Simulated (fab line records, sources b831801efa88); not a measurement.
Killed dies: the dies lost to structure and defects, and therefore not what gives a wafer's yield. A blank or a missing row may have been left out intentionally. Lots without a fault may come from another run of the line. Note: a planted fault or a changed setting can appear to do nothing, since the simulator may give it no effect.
Which tool was responsible?    flow gf180mcu    14 lots, 42 wafers sampled, at 4 steps of a route of 602

== WHAT THE GAUGES READ, wafer by wafer ==
GF_M2_CD_MEAS_14: target cd 280 nm.
lot   measured      on         cd nm (nm)
L577  day 19 23:54  cd sem-01  280.1 279.3 278.9
L579  day 20 16:47  cd sem-02  280.1 279.9 280.8
L581  day 21 15:14  cd sem-02  278.0 277.6 277.8
L582  day 21 15:35  cd sem-01  279.5 277.8 278.8
L583  day 22 04:27  cd sem-02  280.1 280.3 281.3
L584  day 22 21:36  cd sem-02  279.5 279.5 280.0
L585  day 22 23:08  cd sem-02  277.7 279.0 278.3
L587  day 23 12:42  cd sem-01  277.9 278.9 278.0
L588  day 23 15:01  cd sem-02  280.7 280.5 281.3
L589  day 24 10:45  cd sem-01  280.9 280.8 281.8
L592  day 25 00:11  cd sem-02  277.5 277.9 276.7
L593  day 25 04:27  cd sem-01  279.7 279.7 278.3
L595  day 26 01:55  cd sem-01  281.0 279.3 279.9
L598  day 26 13:54  cd sem-02  280.6 281.0 281.4

GF_M2_OVL_MEAS_15.
lot   measured      on          M2_OVL (nm)
L577  day 20 00:00  overlay-01  -1 -1 -9
L579  day 20 16:54  overlay-01  0 -3 -5
L581  day 21 15:21  overlay-01  0 3 1
L582  day 21 15:42  overlay-02  4 3 -6
L583  day 22 04:33  overlay-01  -8 3 -3
L584  day 22 21:43  overlay-01  -8 -2 -1
L585  day 22 23:14  overlay-02  6 -6 2
L587  day 23 12:49  overlay-01  3 0 1
L588  day 23 15:08  overlay-01  -10 -13 -9
L589  day 24 10:52  overlay-01  17 9 16
L592  day 25 00:16  overlay-02  -2 -2 0
L593  day 25 04:33  overlay-01  -3 -8 -3
L595  day 26 02:01  overlay-02  1 -2 -10
L598  day 26 14:00  overlay-02  9 3 11

GF_V2_OVL_MEAS_15.
lot   measured      on          V2_OVL (nm)
L577  day 21 00:37  overlay-01  9 -2 -2
L579  day 21 17:37  overlay-02  -12 -14 -10
L581  day 22 15:58  overlay-02  1 -5 -1
L582  day 22 16:39  overlay-01  -3 3 1
L583  day 23 05:16  overlay-02  0 -1 -1
L584  day 23 21:19  overlay-01  1 3 -1
L585  day 23 23:25  overlay-01  6 7 2
L587  day 24 11:52  overlay-01  -3 -6 -1
L588  day 24 13:55  overlay-01  - - -
L589  day 25 09:10  overlay-02  - - -
L592  day 25 23:02  overlay-01  1 -1 -8
L593  day 26 02:47  overlay-01  12 4 4
L595  day 26 23:47  overlay-01  -5 -12 -6
L598  day 27 11:49  overlay-01  4 -3 5

== WHICH TOOL RAN EACH LOT (tool, then ch and the chambers of the sampled wafers, then the start) ==
lot   GF_V2_EXPOSE_11
L577  krf scanner-01 ch 0, day 20 13:21
L579  krf scanner-02 ch 0, day 21 05:25
L581  krf scanner-02 ch 0, day 22 04:11
L582  krf scanner-01 ch 0, day 22 04:35
L583  krf scanner-02 ch 0, day 22 18:44
L584  krf scanner-02 ch 0, day 23 09:59
L585  krf scanner-01 ch 0, day 23 12:06
L587  krf scanner-02 ch 0, day 24 01:34
L588  krf scanner-02, day 24 03:21
L589  krf scanner-01, day 24 23:01
L592  krf scanner-01 ch 0, day 25 12:40
L593  krf scanner-01 ch 0, day 25 16:48
L595  krf scanner-02 ch 0, day 26 14:16
L598  krf scanner-01 ch 0, day 27 01:23
- GF_V2_EXPOSE_11: exposes mask Via2, target cd 260 nm.

== AS READ BY THE TOOLS THEMSELVES (means over the sampled wafers that have a number; for cases with no such wafer, the mark the record gives instead) ==
GF_V2_EXPOSE_11.
lot   tool            exposure dose mJ cm2  focus offset nm (nm)
L577  krf scanner-01  38.28                 -0.2
L579  krf scanner-02  37.92                 -0.2
L581  krf scanner-02  37.90                 0.3
L582  krf scanner-01  38.24                 0.1
L583  krf scanner-02  37.94                 -0.0
L584  krf scanner-02  37.93                 0.2
L585  krf scanner-01  38.22                 0.0
L587  krf scanner-02  37.85                 0.5
L588  krf scanner-02  -                     -
L589  krf scanner-01  -                     -
L592  krf scanner-01  38.28                 1.0
L593  krf scanner-01  38.25                 0.1
L595  krf scanner-02  37.93                 0.1
L598  krf scanner-01  38.25                 0.5

== THE ANSWER, worked out from the rows above alone ==
Rule: the lots themselves supply what counts as usual. Put in order of their means at a reading, lots are off if they are a third of the lots or fewer, leave a main group of 4 or more, and stand apart from it by a gap of 3 or more times the standard deviation of the main group's means; of several such gaps the widest counts. A main group is skipped when, at the precision printed for the reading in the tables above, its means are all equal. Also off: a lot with no number at a reading for which 4 or more lots have one. Any other lot the step has rows for is counted as sound. Order of review: gauges by route order, followed by the tools' own readings, for which a lot's mean as printed above is used. The first step at which some lot is off is used, and at that step the reading that is off furthest; a lot without a number counts as furthest.
Off: L588, L589, seen at GF_V2_OVL_MEAS_15 (V2_OVL). Without a number there: L588, L589. Mean -1 nm and standard deviation 4.9 in the main group.
If a tool, at a process step before that reading, ran all the lots that are off and no sound lot after the first of them, it fits. The gauges at GF_V2_OVL_MEAS_15 aren't tried: what is off there is off at GF_V2_EXPOSE_11 too, on other tools, and a gauge's error can't cause that. None of those tried fits.

== WHAT HAD BEEN PUT IN BY THE SIMULATOR ==
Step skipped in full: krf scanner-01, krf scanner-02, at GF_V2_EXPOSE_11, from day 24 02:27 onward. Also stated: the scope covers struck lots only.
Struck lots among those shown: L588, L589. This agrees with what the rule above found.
